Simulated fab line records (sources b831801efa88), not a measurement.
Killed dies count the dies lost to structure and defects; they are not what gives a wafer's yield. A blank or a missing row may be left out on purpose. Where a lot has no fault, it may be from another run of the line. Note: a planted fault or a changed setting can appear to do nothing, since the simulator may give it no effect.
What tool caused it?	flow sky130	Sampling: 10 lots, 30 wafers, 6 of 708 route steps

WHAT THE GAUGES SHOWED, per wafer
SKY_VIA4_OVL_MEAS_11.
lot	measured	on	VIA4_OVL (nm)
L828	day 43 02:44	overlay-01	-2.2 -1.3 -1.9
L829	day 43 09:31	overlay-01	-0.8 0.0 -0.6
L830	day 43 14:13	overlay-02	-0.9 -0.2 0.7
L831	day 44 04:37	overlay-01	1.9 2.1 0.7
L834	day 44 17:04	overlay-02	1.6 2.5 1.5
L838	day 45 17:31	overlay-02	0.6 2.2 0.5
L842	day 46 23:20	overlay-02	0.9 0.3 -0.4
L843	day 47 00:47	overlay-02	-0.9 -1.1 -2.9
L845	day 47 12:01	overlay-02	-0.6 -0.3 0.1
L846	day 47 15:46	overlay-02	0.8 0.3 1.4

SKY_VIA4_RS_MEAS_19: the measuring method here is four-point-probe.
lot	measured	on	VIA4_W_RS (ohm/sq)
L828	day 43 03:40	film metro-02	0.2255 0.2278 0.2236
L829	day 43 10:32	film metro-02	0.2214 0.2267 0.2243
L830	day 43 15:17	film metro-04	0.2271 0.2301 0.2278
L831	day 44 05:32	film metro-04	0.2257 0.2276 0.2251
L834	day 44 18:02	film metro-02	0.2241 0.2265 0.2225
L838	day 45 18:28	film metro-04	0.2265 0.2240 0.2248
L842	day 47 00:19	film metro-01	0.2222 0.2236 0.2289
L843	day 47 02:04	film metro-04	0.1116 0.1108 0.1103
L845	day 47 12:56	film metro-01	0.2246 0.2300 0.2254
L846	day 47 17:26	film metro-01	0.1115 0.1127 0.1124

SKY_VIA4_THK_MEAS_20: measures by xrf.
lot	measured	on	VIA4_W_THK (nm)
L828	day 43 03:46	film metro-02	498 495 503
L829	day 43 10:39	film metro-02	508 496 501
L830	day 43 15:24	film metro-04	493 488 494
L831	day 44 05:40	film metro-04	498 496 503
L834	day 44 18:09	film metro-02	503 498 510
L838	day 45 18:35	film metro-04	497 504 505
L842	day 47 00:26	film metro-01	513 510 494
L843	day 47 02:10	film metro-04	965 974 984
L845	day 47 13:03	film metro-01	506 494 507
L846	day 47 17:34	film metro-01	- 997 -

EACH LOT AND THE TOOL THAT RAN IT (in order: tool; ch and the chambers of the sampled wafers; start)
lot	SKY_VIA1_STRIP_16	SKY_VIA3_SPUTTER_20	SKY_VIA4_CVD_18
L828	plasma asher-01 ch 0,1, day 34 04:24	pvd sputter-02, day 39 23:17	cvd w-02 ch 0,1, day 43 03:32
L829	plasma asher-04 ch 0,1, day 34 14:10	pvd sputter-02, day 40 06:43	cvd w-01 ch 0,1, day 43 10:17
L830	plasma asher-01 ch 0,1, day 34 19:55	pvd sputter-03, day 40 12:19	cvd w-01 ch 1, day 43 14:59
L831	plasma asher-04 ch 0,1, day 35 11:34	pvd sputter-03, day 41 02:28	cvd w-02 ch 0,1, day 44 05:23
L834	plasma asher-03 ch 1, day 36 01:40	pvd sputter-01, day 41 15:31	cvd w-02 ch 0,1, day 44 17:52
L838	plasma asher-01 ch 0,1, day 37 11:07	pvd sputter-02, day 42 20:28	cvd w-02 ch 0,1, day 45 18:19
L842	plasma asher-01 ch 0,1, day 38 21:40	pvd sputter-02, day 44 05:43	cvd w-02 ch 0,1, day 47 00:09
L843	plasma asher-03 ch 0,1, day 38 23:33	pvd sputter-03, day 44 06:36	cvd w-01 ch 0,1, day 47 01:35
L845	plasma asher-01 ch 0,1, day 39 14:34	pvd sputter-02, day 44 19:13	cvd w-02 ch 0,1, day 47 12:47
L846	plasma asher-03 ch 0,1, day 39 16:55	pvd sputter-01, day 44 22:34	cvd w-01 ch 0,1, day 47 16:58
- SKY_VIA1_STRIP_16: strips in O2/N2.
- SKY_VIA3_SPUTTER_20: material TiN, target thk 20 nm, time 80 s.
- SKY_VIA4_CVD_18: deposits W, target thk 505 nm, time 152.14 s.

WHAT THE TOOLS THEMSELVES READ (means of the sampled wafers that have a number; where no wafer has one, the mark that the record gives instead)
SKY_VIA1_STRIP_16.
lot	tool	drypump motor current A (A)	oes product au (a.u.)	strip time to endpoint s (s)
L828	plasma asher-01	5.9	0.418	4.481
L829	plasma asher-04	5.5	0.414	4.478
L830	plasma asher-01	5.9	0.419	4.480
L831	plasma asher-04	5.5	0.416	4.461
L834	plasma asher-03	5.6	0.417	4.452
L838	plasma asher-01	5.9	0.417	4.490
L842	plasma asher-01	5.9	0.416	4.473
L843	plasma asher-03	5.8	0.415	4.462
L845	plasma asher-01	5.9	0.422	4.455
L846	plasma asher-03	5.9	0.421	4.483

SKY_VIA3_SPUTTER_20.
lot	tool	throttle valve pct (%)
L828	pvd sputter-02	29.5
L829	pvd sputter-02	29.6
L830	pvd sputter-03	29.3
L831	pvd sputter-03	29.1
L834	pvd sputter-01	30.0
L838	pvd sputter-02	29.5
L842	pvd sputter-02	29.5
L843	pvd sputter-03	29.2
L845	pvd sputter-02	30.5
L846	pvd sputter-01	31.1

SKY_VIA4_CVD_18.
lot	tool	chamber pressure Torr (Torr)	heater power w (W)
L828	cvd w-02	39.94	848
L829	cvd w-01	40.03	829
L830	cvd w-01	39.99	852
L831	cvd w-02	40.02	847
L834	cvd w-02	40.01	849
L838	cvd w-02	40.02	857
L842	cvd w-02	40.05	841
L843	cvd w-01	40.00	806
L845	cvd w-02	40.02	848
L846	cvd w-01	40.02	768

THE ANSWER, worked out from the rows above alone
Rule: usual is defined by the lots themselves. The widest of any qualifying gaps counts: lots, ordered by their means at a reading, are off when they make up no more than a third of the lots, leave a main group of 4 or more, and stand apart from it by 3 or more times the standard deviation of that group's means. The tables above print the reading to a certain number of digits; a main group whose means all agree to those digits is not used. A lot without any number at a reading at which 4 lots or more have one is off too. The other lots that the step has rows for count as sound. After the gauges, taken in route order, come the tools' own readings; for these a lot's mean is taken, as printed above. The first step at which some lot is off is used, and at that step the reading that is off furthest; a lot without a number counts as furthest.
Off: L843, L846, at SKY_VIA4_RS_MEAS_19 (VIA4_W_RS). The main group: mean 0.2257 ohm/sq, standard deviation 0.0013.
A tool fits if, at a process step before that reading, it ran every lot that is off, and no sound lot after the first of them. Those tools and the gauges at SKY_VIA4_RS_MEAS_19 are tried in the same way. Can't be told from this: 2 tools fit, plasma asher-03 at SKY_VIA1_STRIP_16, cvd w-01 at SKY_VIA4_CVD_18.

WHAT THE SIMULATOR PUT IN
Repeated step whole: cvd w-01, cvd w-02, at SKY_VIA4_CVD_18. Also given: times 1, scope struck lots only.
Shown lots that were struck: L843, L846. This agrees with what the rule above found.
